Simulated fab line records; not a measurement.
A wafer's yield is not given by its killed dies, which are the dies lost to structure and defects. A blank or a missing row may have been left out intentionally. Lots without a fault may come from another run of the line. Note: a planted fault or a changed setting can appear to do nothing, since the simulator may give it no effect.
fab line records + flow sky130
[record]
- lots = 14
- wafers = 42
- last_day = 49
route steps=708 shown FIELD_ISO@24 PWDE@47 NWELL@67
lots with no fault: from the same line, run without faults
start_h: the number of hours between the record's first day and the start of the first shown wafer of the lot + wait_h: time in hours since the lot's previous step + " unchanged from the row above + L1.1+2: one row covering several wafers at once + - no value, or no start was given + * or withheld: withheld + < > ~ a bound
route shown NAME@n: names a module that has steps shown in the file, with the first one's number in the route + usual: mean and standard deviation over wafers with no fault + same: alike in all rows + chamber/n: place in a boat + sites: readings site by site + _std_site: their standard deviation + _edge_site: mean of outer sites minus mean of inner sites + radius_mm: for every site, how far away it sits from the centre of the wafer + mask NAME#n: copy n + behind: the tool/chamber that last shaped the wafer + hold: reason for holding the lot/hours on hold/outcome of the hold + device: the n, p or np transistor that did not switch + end of line: the tests these same wafers got at the end of their route + for a step that has no rows: nothing shown but its recipe + killed: count of dies lost to structure and defects at first sort (not the wafer's yield) + map: the dies of a wafer, with x for killed, . for not killed, _ for no die there
set.NAME: the setting as run; set.NAME@STEP: as run at that earlier step + model.NAME: the simulator's own value behind a step, which no gauge read
route steps across a sampled set of lots; one table per step, one row per wafer
services: a tool's chamber out of use, with start hour (start_h, from the record's first day; less than 0 if before it), hours out, and reason
[[steps]]
[step SKY_FIELD_ISO_THK_MEAS_23]
[recipe]
- reads = SiO2_of_FIELD_ISO_OXIDATION_22
[usual]
- FIELD_ISO_OXIDATION_01_THK = 9.96/0.17
| lot.wafer | tool          | chamber | start_h | wait_h | FIELD_ISO_OXIDATION_01_THK[nm] |
|-----------|---------------|---------|---------|--------|--------------------------------|
| L249.1    | film_metro-01 | -       | 34.15   | 0.0    | 10.11                          |
| L249.3    | "             | -       | "       | "      | 10.34                          |
| L249.4    | "             | -       | "       | "      | 10.23                          |
| L250.1    | film_metro-01 | -       | 37.12   | 0.0    | 10.07                          |
| L250.2    | "             | -       | "       | "      | 9.82                           |
| L250.5    | "             | -       | "       | "      | 9.78                           |
| L251.1    | film_metro-02 | -       | 41.00   | 0.0    | 10.06                          |
| L251.4    | "             | -       | "       | "      | 9.94                           |
| L251.5    | "             | -       | "       | "      | 9.94                           |
| L252.1    | film_metro-02 | -       | 47.69   | 0.0    | 9.96                           |
| L252.4    | "             | -       | "       | "      | 9.97                           |
| L252.6    | "             | -       | "       | "      | 9.81                           |
| L253.2    | film_metro-01 | -       | 51.75   | 0.0    | 9.80                           |
| L253.4    | "             | -       | "       | "      | 9.88                           |
| L253.5    | "             | -       | "       | "      | 9.73                           |
| L254.2    | film_metro-03 | -       | 59.21   | 0.0    | 10.03                          |
| L254.4    | "             | -       | "       | "      | 9.93                           |
| L254.6    | "             | -       | "       | "      | 9.91                           |
| L255.3    | film_metro-02 | -       | 62.08   | 0.0    | 10.03                          |
| L255.4    | "             | -       | "       | "      | 9.85                           |
| L255.6    | "             | -       | "       | "      | 10.14                          |
| L256.3    | film_metro-02 | -       | 69.62   | 0.0    | 9.99                           |
| L256.4    | "             | -       | "       | "      | 9.93                           |
| L256.5    | "             | -       | "       | "      | 10.02                          |
| L260.1    | film_metro-03 | -       | 89.56   | 0.0    | 9.85                           |
| L260.2    | "             | -       | "       | "      | 9.81                           |
| L260.6    | "             | -       | "       | "      | 9.80                           |
| L263.2    | film_metro-01 | -       | 104.51  | 0.0    | 9.76                           |
| L263.3    | "             | -       | "       | "      | 9.75                           |
| L263.6    | "             | -       | "       | "      | 9.79                           |
| L265.1    | film_metro-01 | -       | 116.06  | 0.0    | 9.86                           |
| L265.2    | "             | -       | "       | "      | 9.83                           |
| L265.6    | "             | -       | "       | "      | 9.79                           |
| L266.1    | film_metro-02 | -       | 122.56  | 0.0    | 10.26                          |
| L266.2    | "             | -       | "       | "      | 10.01                          |
| L266.5    | "             | -       | "       | "      | 9.99                           |
| L267.1    | film_metro-03 | -       | 125.45  | 0.0    | 9.93                           |
| L267.4    | "             | -       | "       | "      | 9.94                           |
| L267.6    | "             | -       | "       | "      | 9.93                           |
| L269.2    | film_metro-01 | -       | 135.41  | 0.0    | 10.20                          |
| L269.3    | "             | -       | "       | "      | 10.08                          |
| L269.6    | "             | -       | "       | "      | 10.29                          |
[step SKY_PWDE_COAT_02]
[recipe]
- spin_rpm = 2000
- resist_thk_nm = 3059
[usual]
- chill_plate_temp_C = 22.98/0.11
- dispense_pressure_kPa = 52.0/2.4
- spin_speed_rpm = 2000.0/1.2
| lot.wafer | tool           | chamber | start_h | wait_h | chill_plate_temp_C | dispense_pressure_kPa | spin_speed_rpm |
|-----------|----------------|---------|---------|--------|--------------------|-----------------------|----------------|
| L249.1    | litho_track-03 | 0       | 63.15   | 0.1    | 22.90              | 53.5                  | 2000.6         |
| L249.3    | "              | 0       | "       | "      | 22.95              | 53.5                  | 2002.0         |
| L249.4    | "              | 0       | "       | "      | 22.86              | 53.5                  | 1999.0         |
| L250.1    | litho_track-01 | 0       | 65.71   | 0.1    | 23.01              | 46.7                  | 2000.3         |
| L250.2    | "              | 0       | "       | "      | 23.00              | 46.7                  | 1999.4         |
| L250.5    | "              | 0       | "       | "      | 23.07              | 46.7                  | 1998.7         |
| L251.1    | litho_track-01 | 0       | 73.66   | 0.1    | 23.12              | 46.6                  | 2000.6         |
| L251.4    | "              | 0       | "       | "      | 23.10              | 46.6                  | 2000.1         |
| L251.5    | "              | 0       | "       | "      | 22.94              | 46.7                  | 2002.2         |
| L252.1    | litho_track-04 | 0       | 76.58   | 0.1    | 23.18              | 52.9                  | 1999.4         |
| L252.4    | "              | 0       | "       | "      | 23.00              | 52.9                  | 1999.1         |
| L252.6    | "              | 0       | "       | "      | 22.99              | 52.9                  | 2001.3         |
| L253.2    | litho_track-03 | 0       | 82.72   | 0.1    | 23.01              | 53.4                  | 2000.8         |
| L253.4    | "              | 0       | "       | "      | 23.15              | 53.4                  | 2001.0         |
| L253.5    | "              | 0       | "       | "      | 23.06              | 53.4                  | 1999.1         |
| L254.2    | litho_track-04 | 0       | 89.10   | 0.1    | 23.14              | 52.9                  | 2000.6         |
| L254.4    | "              | 0       | "       | "      | 23.02              | 52.9                  | 1998.7         |
| L254.6    | "              | 0       | "       | "      | 23.05              | 52.9                  | 2002.2         |
| L255.3    | litho_track-04 | 0       | 92.08   | 0.1    | 23.09              | 52.9                  | 2001.7         |
| L255.4    | "              | 0       | "       | "      | 23.00              | 53.0                  | 1998.5         |
| L255.6    | "              | 0       | "       | "      | 23.06              | 52.9                  | 1999.8         |
| L256.3    | litho_track-03 | 0       | 99.10   | 0.1    | 23.00              | 53.4                  | 1998.6         |
| L256.4    | "              | 0       | "       | "      | 22.94              | 53.4                  | 1997.3         |
| L256.5    | "              | 0       | "       | "      | 22.83              | 53.4                  | 2000.6         |
| L260.1    | litho_track-03 | 0       | 123.05  | 0.1    | 23.02              | 53.4                  | 1999.6         |
| L260.2    | "              | 0       | "       | "      | 23.04              | 53.4                  | 2000.4         |
| L260.6    | "              | 0       | "       | "      | 22.80              | 53.4                  | 2002.0         |
| L263.2    | litho_track-03 | 0       | 140.07  | 0.1    | 22.90              | 53.4                  | 2001.4         |
| L263.3    | "              | 0       | "       | "      | 22.85              | 53.4                  | 1998.9         |
| L263.6    | "              | 0       | "       | "      | 23.00              | 53.4                  | 1999.5         |
| L265.1    | litho_track-01 | 0       | 149.56  | 0.1    | 23.00              | 46.7                  | 2000.9         |
| L265.2    | "              | 0       | "       | "      | 23.01              | 46.7                  | 1999.4         |
| L265.6    | "              | 0       | "       | "      | 22.89              | 46.7                  | 2000.4         |
| L266.1    | litho_track-04 | -       | 156.63  | 0.1    | -                  | -                     | -              |
| L266.2    | "              | -       | "       | "      | -                  | -                     | -              |
| L266.5    | "              | -       | "       | "      | -                  | -                     | -              |
| L267.1    | litho_track-04 | -       | 161.28  | 0.1    | -                  | -                     | -              |
| L267.4    | "              | -       | "       | "      | -                  | -                     | -              |
| L267.6    | "              | -       | "       | "      | -                  | -                     | -              |
| L269.2    | litho_track-03 | 0       | 169.52  | 0.1    | 22.85              | 53.4                  | 2000.3         |
| L269.3    | "              | 0       | "       | "      | 22.97              | 53.4                  | 2000.1         |
| L269.6    | "              | 0       | "       | "      | 22.87              | 53.5                  | 2000.3         |
[step SKY_PWDE_OVL_MEAS_07]
[usual]
- PWDE_OVL = 0.0/1.3
| lot.wafer | tool       | chamber | start_h | wait_h | PWDE_OVL[nm] |
|-----------|------------|---------|---------|--------|--------------|
| L249.1    | overlay-02 | -       | 71.91   | -      | 0.4          |
| L249.3    | "          | -       | "       | "      | -0.2         |
| L249.4    | "          | -       | "       | "      | 0.8          |
| L250.1    | overlay-02 | -       | 74.25   | -      | 0.7          |
| L250.2    | "          | -       | "       | "      | 0.5          |
| L250.5    | "          | -       | "       | "      | -1.6         |
| L251.1    | overlay-02 | -       | 82.26   | -      | 1.8          |
| L251.4    | "          | -       | "       | "      | 2.7          |
| L251.5    | "          | -       | "       | "      | 3.1          |
| L252.1    | overlay-02 | -       | 85.48   | -      | -0.3         |
| L252.4    | "          | -       | "       | "      | 0.9          |
| L252.6    | "          | -       | "       | "      | -2.4         |
| L253.2    | overlay-01 | -       | 91.80   | -      | -0.8         |
| L253.4    | "          | -       | "       | "      | -1.0         |
| L253.5    | "          | -       | "       | "      | -1.5         |
| L254.2    | overlay-01 | -       | 98.38   | -      | 0.1          |
| L254.4    | "          | -       | "       | "      | -0.2         |
| L254.6    | "          | -       | "       | "      | -1.7         |
| L255.3    | overlay-02 | -       | 100.66  | -      | 0.8          |
| L255.4    | "          | -       | "       | "      | 1.6          |
| L255.6    | "          | -       | "       | "      | 1.8          |
| L256.3    | overlay-02 | -       | 107.98  | -      | 0.4          |
| L256.4    | "          | -       | "       | "      | 0.1          |
| L256.5    | "          | -       | "       | "      | -0.7         |
| L260.1    | overlay-01 | -       | 132.61  | -      | -3.0         |
| L260.2    | "          | -       | "       | "      | -1.9         |
| L260.6    | "          | -       | "       | "      | -0.8         |
| L263.2    | overlay-01 | -       | 150.35  | -      | -2.4         |
| L263.3    | "          | -       | "       | "      | -2.1         |
| L263.6    | "          | -       | "       | "      | -1.8         |
| L265.1    | overlay-01 | -       | 159.48  | -      | -1.0         |
| L265.2    | "          | -       | "       | "      | -0.2         |
| L265.6    | "          | -       | "       | "      | -1.1         |
| L266.1    | overlay-02 | -       | 167.28  | -      | -            |
| L266.2    | "          | -       | "       | "      | -            |
| L266.5    | "          | -       | "       | "      | -            |
| L267.1    | overlay-02 | -       | 171.95  | -      | -            |
| L267.4    | "          | -       | "       | "      | -            |
| L267.6    | "          | -       | "       | "      | -            |
| L269.2    | overlay-01 | -       | 179.87  | -      | -1.1         |
| L269.3    | "          | -       | "       | "      | 0.3          |
| L269.6    | "          | -       | "       | "      | -1.1         |
[step SKY_PWDE_STRIP_09]
[recipe]
- chemistry = O2/N2
- power_w = 1400
- pressure_mtorr = 1500
- platen_temp_c = withheld
- o2_flow_sccm = 3000
- n2_flow_sccm = 300
- overash_fraction = 0.5
[usual]
- drypump_motor_current_A = 5.6/0.63
- oes_product_au = 0.723/0.0045
- strip_time_to_endpoint_s = 37.60/0.11
| lot.wafer | tool            | chamber | start_h | wait_h | drypump_motor_current_A | oes_product_au | rf_hours_counter_h | strip_time_to_endpoint_s |
|-----------|-----------------|---------|---------|--------|-------------------------|----------------|--------------------|--------------------------|
| L249.1    | plasma_asher-01 | 0       | 72.10   | 0.1    | 6.5                     | 0.727          | 39                 | 37.64                    |
| L249.3    | "               | 1       | "       | "      | 5.1                     | 0.721          | -                  | 37.74                    |
| L249.4    | "               | 0       | "       | "      | 6.5                     | 0.713          | -                  | 37.73                    |
| L250.1    | plasma_asher-01 | 0       | 74.43   | 0.1    | 6.5                     | 0.728          | 39                 | 37.37                    |
| L250.2    | "               | 1       | "       | "      | 5.0                     | 0.722          | 39                 | 37.33                    |
| L250.5    | "               | 1       | "       | "      | 5.0                     | 0.717          | -                  | 37.44                    |
| L251.1    | plasma_asher-02 | 1       | 82.60   | 0.2    | 4.8                     | 0.724          | 44                 | 37.56                    |
| L251.4    | "               | 1       | "       | "      | 4.8                     | 0.717          | -                  | 37.61                    |
| L251.5    | "               | 0       | "       | "      | 6.1                     | 0.732          | -                  | 37.57                    |
| L252.1    | plasma_asher-01 | 1       | 85.66   | 0.1    | 5.1                     | 0.730          | 40                 | 37.64                    |
| L252.4    | "               | 1       | "       | "      | 5.1                     | 0.729          | -                  | 37.61                    |
| L252.6    | "               | 1       | "       | "      | 5.1                     | 0.729          | -                  | 37.73                    |
| L253.2    | plasma_asher-02 | 0       | 92.13   | 0.2    | 6.1                     | 0.724          | 44                 | 37.72                    |
| L253.4    | "               | 1       | "       | "      | 4.7                     | 0.733          | -                  | 37.71                    |
| L253.5    | "               | 0       | "       | "      | 6.1                     | 0.721          | -                  | 37.63                    |
| L254.2    | plasma_asher-02 | 1       | 98.56   | 0.1    | 4.8                     | 0.728          | 45                 | 37.75                    |
| L254.4    | "               | 1       | "       | "      | 4.8                     | 0.726          | -                  | 37.71                    |
| L254.6    | "               | 0       | "       | "      | 6.1                     | 0.721          | -                  | 37.77                    |
| L255.3    | plasma_asher-03 | 1       | 100.87  | 0.1    | 5.9                     | 0.716          | -                  | 37.74                    |
| L255.4    | "               | 0       | "       | "      | 5.4                     | 0.727          | -                  | 37.73                    |
| L255.6    | "               | 1       | "       | "      | 5.8                     | 0.723          | -                  | 37.63                    |
| L256.3    | plasma_asher-02 | 0       | 108.18  | 0.1    | 6.1                     | 0.723          | -                  | 37.66                    |
| L256.4    | "               | 1       | "       | "      | 4.8                     | 0.723          | -                  | 37.55                    |
| L256.5    | "               | 1       | "       | "      | 4.7                     | 0.733          | -                  | 37.63                    |
| L260.1    | plasma_asher-01 | 0       | 132.80  | 0.1    | 6.6                     | 0.726          | 2                  | 37.72                    |
| L260.2    | "               | 1       | "       | "      | 5.1                     | 0.723          | 2                  | 37.73                    |
| L260.6    | "               | 1       | "       | "      | 5.1                     | 0.716          | -                  | 37.62                    |
| L263.2    | plasma_asher-02 | 1       | 150.53  | 0.1    | 4.7                     | 0.723          | 49                 | 37.69                    |
| L263.3    | "               | 1       | "       | "      | 4.8                     | 0.728          | -                  | 37.72                    |
| L263.6    | "               | 0       | "       | "      | 6.1                     | 0.724          | -                  | 37.79                    |
| L265.1    | plasma_asher-01 | 1       | 159.66  | 0.1    | 5.0                     | 0.726          | 5                  | 37.49                    |
| L265.2    | "               | 0       | "       | "      | 6.5                     | 0.730          | 5                  | 37.54                    |
| L265.6    | "               | 1       | "       | "      | 5.0                     | 0.723          | -                  | 37.53                    |
| L266.1    | plasma_asher-03 | 0       | 167.46  | 0.1    | 5.5                     | -              | 48                 | -                        |
| L266.2    | "               | 1       | "       | "      | 5.9                     | -              | 48                 | -                        |
| L266.5    | "               | 0       | "       | "      | 5.5                     | -              | -                  | -                        |
| L267.1    | plasma_asher-02 | 0       | 172.13  | 0.1    | 6.1                     | -              | 51                 | -                        |
| L267.4    | "               | 1       | "       | "      | 4.8                     | -              | -                  | -                        |
| L267.6    | "               | 1       | "       | "      | 4.8                     | -              | -                  | -                        |
| L269.2    | plasma_asher-03 | 0       | 180.05  | 0.1    | 5.4                     | 0.718          | 50                 | 37.46                    |
| L269.3    | "               | 1       | "       | "      | 5.8                     | 0.719          | -                  | 37.57                    |
| L269.6    | "               | 1       | "       | "      | 5.8                     | 0.711          | -                  | 37.41                    |
[step SKY_NWELL_STRIP_14]
[recipe]
- chemistry = O2/N2
- power_w = 1400
- pressure_mtorr = 1500
- platen_temp_c = withheld
- o2_flow_sccm = 3000
- n2_flow_sccm = 300
- overash_fraction = 0.5
[usual]
- drypump_motor_current_A = 5.9/0.55
- oes_product_au = 0.723/0.0042
- strip_time_to_endpoint_s = 36.91/0.12
| lot.wafer | tool            | chamber | start_h | wait_h | drypump_motor_current_A | oes_product_au | rf_hours_counter_h | strip_time_to_endpoint_s |
|-----------|-----------------|---------|---------|--------|-------------------------|----------------|--------------------|--------------------------|
| L249.1    | plasma_asher-04 | 1       | 89.28   | 0.1    | 6.2                     | 0.723          | 21                 | 36.79                    |
| L249.3    | "               | 1       | "       | "      | 6.2                     | 0.725          | -                  | 36.64                    |
| L249.4    | "               | 0       | "       | "      | 6.4                     | 0.727          | -                  | 36.84                    |
| L250.1    | plasma_asher-03 | 0       | 92.21   | 0.1    | 5.4                     | 0.716          | 42                 | 36.75                    |
| L250.2    | "               | 1       | "       | "      | 5.9                     | 0.722          | 42                 | 36.76                    |
| L250.5    | "               | 1       | "       | "      | 5.8                     | 0.720          | -                  | 36.67                    |
| L251.1    | plasma_asher-04 | 1       | 100.40  | 0.1    | 6.2                     | 0.727          | 22                 | 36.70                    |
| L251.4    | "               | 0       | "       | "      | 6.4                     | 0.721          | -                  | 36.75                    |
| L251.5    | "               | 1       | "       | "      | 6.2                     | 0.723          | -                  | 36.82                    |
| L252.1    | plasma_asher-03 | 0       | 103.99  | 0.1    | 5.5                     | 0.725          | 43                 | 36.84                    |
| L252.4    | "               | 0       | "       | "      | 5.5                     | 0.724          | -                  | 36.86                    |
| L252.6    | "               | 0       | "       | "      | 5.5                     | 0.716          | -                  | 36.88                    |
| L253.2    | plasma_asher-03 | 1       | 109.49  | 0.1    | 5.8                     | 0.717          | 43                 | 36.93                    |
| L253.4    | "               | 1       | "       | "      | 5.8                     | 0.716          | -                  | 37.11                    |
| L253.5    | "               | 0       | "       | "      | 5.4                     | 0.719          | -                  | 37.07                    |
| L254.2    | plasma_asher-03 | 1       | 116.55  | 0.1    | 5.8                     | 0.724          | 44                 | 36.95                    |
| L254.4    | "               | 1       | "       | "      | 5.8                     | 0.726          | -                  | 36.95                    |
| L254.6    | "               | 1       | "       | "      | 5.8                     | 0.723          | -                  | 36.95                    |
| L255.3    | plasma_asher-01 | 0       | 117.88  | 0.1    | 6.6                     | 0.719          | -                  | 36.69                    |
| L255.4    | "               | 1       | "       | "      | 5.1                     | 0.724          | -                  | 36.75                    |
| L255.6    | "               | 0       | "       | "      | 6.6                     | 0.732          | -                  | 36.57                    |
| L256.3    | plasma_asher-04 | 0       | 127.40  | 0.1    | 6.4                     | 0.722          | -                  | 37.00                    |
| L256.4    | "               | 1       | "       | "      | 6.2                     | 0.719          | -                  | 37.12                    |
| L256.5    | "               | 1       | "       | "      | 6.2                     | 0.727          | -                  | 36.94                    |
| L260.1    | plasma_asher-03 | 1       | 152.71  | 0.1    | 5.8                     | 0.722          | 47                 | 37.06                    |
| L260.2    | "               | 0       | "       | "      | 5.5                     | 0.720          | 47                 | 36.92                    |
| L260.6    | "               | 1       | "       | "      | 5.8                     | 0.729          | -                  | 37.03                    |
| L263.2    | plasma_asher-01 | 1       | 170.61  | 0.1    | 5.1                     | 0.726          | 6                  | 36.88                    |
| L263.3    | "               | 1       | "       | "      | 5.0                     | 0.722          | -                  | 36.81                    |
| L263.6    | "               | 0       | "       | "      | 6.6                     | 0.726          | -                  | 36.95                    |
| L265.1    | plasma_asher-01 | 1       | 180.64  | 0.1    | 5.1                     | 0.727          | 7                  | 36.92                    |
| L265.2    | "               | 0       | "       | "      | 6.5                     | 0.723          | 7                  | 36.97                    |
| L265.6    | "               | 0       | "       | "      | 6.5                     | 0.719          | -                  | 36.95                    |
| L266.1    | plasma_asher-01 | 1       | 189.01  | 0.1    | 5.1                     | 0.728          | 8                  | 36.80                    |
| L266.2    | "               | 0       | "       | "      | 6.5                     | 0.727          | 8                  | 36.84                    |
| L266.5    | "               | 1       | "       | "      | 5.0                     | 0.714          | -                  | 36.91                    |
| L267.1    | plasma_asher-03 | 0       | 193.61  | 0.1    | 5.5                     | 0.723          | 51                 | 36.81                    |
| L267.4    | "               | 1       | "       | "      | 5.8                     | 0.722          | -                  | 36.87                    |
| L267.6    | "               | 1       | "       | "      | 5.8                     | 0.726          | -                  | 36.86                    |
| L269.2    | plasma_asher-04 | 1       | 202.45  | 0.1    | 6.2                     | 0.718          | 34                 | 37.02                    |
| L269.3    | "               | 0       | "       | "      | 6.4                     | 0.734          | -                  | 36.96                    |
| L269.6    | "               | 1       | "       | "      | 6.2                     | 0.720          | -                  | 37.01                    |
[step SKY_NWELL_TW_MEAS_26]
[usual]
- NWELL_2_TW = 496/5.7
| lot.wafer | tool          | chamber | start_h | wait_h | NWELL_2_TW |
|-----------|---------------|---------|---------|--------|------------|
| L249.1    | film_metro-03 | -       | 107.01  | 0.1    | 496        |
| L249.3    | "             | -       | "       | "      | 493        |
| L249.4    | "             | -       | "       | "      | 495        |
| L250.1    | film_metro-04 | -       | 109.66  | 0.1    | 499        |
| L250.2    | "             | -       | "       | "      | 497        |
| L250.5    | "             | -       | "       | "      | 498        |
| L251.1    | film_metro-04 | -       | 117.00  | 0.1    | 503        |
| L251.4    | "             | -       | "       | "      | 498        |
| L251.5    | "             | -       | "       | "      | 499        |
| L252.1    | film_metro-03 | -       | 122.64  | 0.1    | 489        |
| L252.4    | "             | -       | "       | "      | 491        |
| L252.6    | "             | -       | "       | "      | 487        |
| L253.2    | film_metro-03 | -       | 127.90  | 0.1    | 485        |
| L253.4    | "             | -       | "       | "      | 489        |
| L253.5    | "             | -       | "       | "      | 490        |
| L254.2    | film_metro-04 | -       | 135.51  | 0.1    | 495        |
| L254.4    | "             | -       | "       | "      | 495        |
| L254.6    | "             | -       | "       | "      | 496        |
| L255.3    | film_metro-04 | -       | 136.86  | 0.1    | 496        |
| L255.4    | "             | -       | "       | "      | 499        |
| L255.6    | "             | -       | "       | "      | 498        |
| L256.3    | film_metro-04 | -       | 146.83  | 0.1    | 501        |
| L256.4    | "             | -       | "       | "      | 501        |
| L256.5    | "             | -       | "       | "      | 502        |
| L260.1    | film_metro-04 | -       | 172.76  | 0.1    | 494        |
| L260.2    | "             | -       | "       | "      | 498        |
| L260.6    | "             | -       | "       | "      | 498        |
| L263.2    | film_metro-03 | -       | 192.16  | 0.1    | 488        |
| L263.3    | "             | -       | "       | "      | 485        |
| L263.6    | "             | -       | "       | "      | 488        |
| L265.1    | film_metro-04 | -       | 202.60  | 0.1    | 499        |
| L265.2    | "             | -       | "       | "      | 499        |
| L265.6    | "             | -       | "       | "      | 497        |
| L266.1    | film_metro-04 | -       | 210.95  | 0.1    | 550        |
| L266.2    | "             | -       | "       | "      | 550        |
| L266.5    | "             | -       | "       | "      | 551        |
| L267.1    | film_metro-01 | -       | 215.80  | 0.1    | 562        |
| L267.4    | "             | -       | "       | "      | 560        |
| L267.6    | "             | -       | "       | "      | 556        |
| L269.2    | film_metro-01 | -       | 224.35  | 0.1    | 502        |
| L269.3    | "             | -       | "       | "      | 503        |
| L269.6    | "             | -       | "       | "      | 506        |
[[services]]
| tool            | chamber | start_h | hours | kind       |
|-----------------|---------|---------|-------|------------|
| plasma_asher-04 | -       | 64.77   | 2.8   | pm         |
| plasma_asher-01 | -       | 108.75  | 9.0   | pm         |
| plasma_asher-01 | 0       | 108.75  | 9.0   | vent_cycle |
| plasma_asher-01 | 1       | 108.75  | 9.0   | vent_cycle |
| plasma_asher-01 | -       | 111.70  | 0.6   | repair     |
| plasma_asher-01 | 0       | 117.75  | -     | clean      |
| plasma_asher-01 | 1       | 117.75  | -     | clean      |
| plasma_asher-02 | -       | 127.18  | 10.7  | repair     |
| plasma_asher-03 | -       | 129.48  | 10.0  | repair     |
[[key]]
[first_sign]
- step = SKY_PWDE_COAT_02
- reading = tool_record
- direction = missing
[effect]
- step = SKY_PWDE_OVL_MEAS_07
- reading = PWDE_OVL
- direction = missing
[effect]
- step = SKY_NWELL_TW_MEAS_26
- reading = NWELL_2_TW
- direction = up
- sigmas = 10
- usual = 496
- struck = 555
met_at SKY_PWDE_COAT_02
struck_lots L266,L267
sort_left_out L266.1,L266.2,L266.5,L267.1,L267.4,L267.6
tester_left_out L266,L267
not_acting_at SKY_FIELD_ISO_THK_MEAS_23,SKY_PWDE_STRIP_09,SKY_NWELL_STRIP_14
onset_between 92.08 156.63
[fault]
- kind = skipped_step_whole
- tool = litho_track-04
- chamber = -
- onset_h = 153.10
- steps = SKY_PWDE_COAT_02
- scope = struck_lots_only
// tester_left_out: of these lots the tester's yield and bins aren't shown, on N5 and GAA mostly nor the transistor test; their killed dies are dies lost to structure and defects alone, not to doping, threshold or leakage, so they don't give the yield
// sort_left_out: the simulated sort isn't trusted on such a fault, so these wafers' sort isn't shown, and their yield isn't known
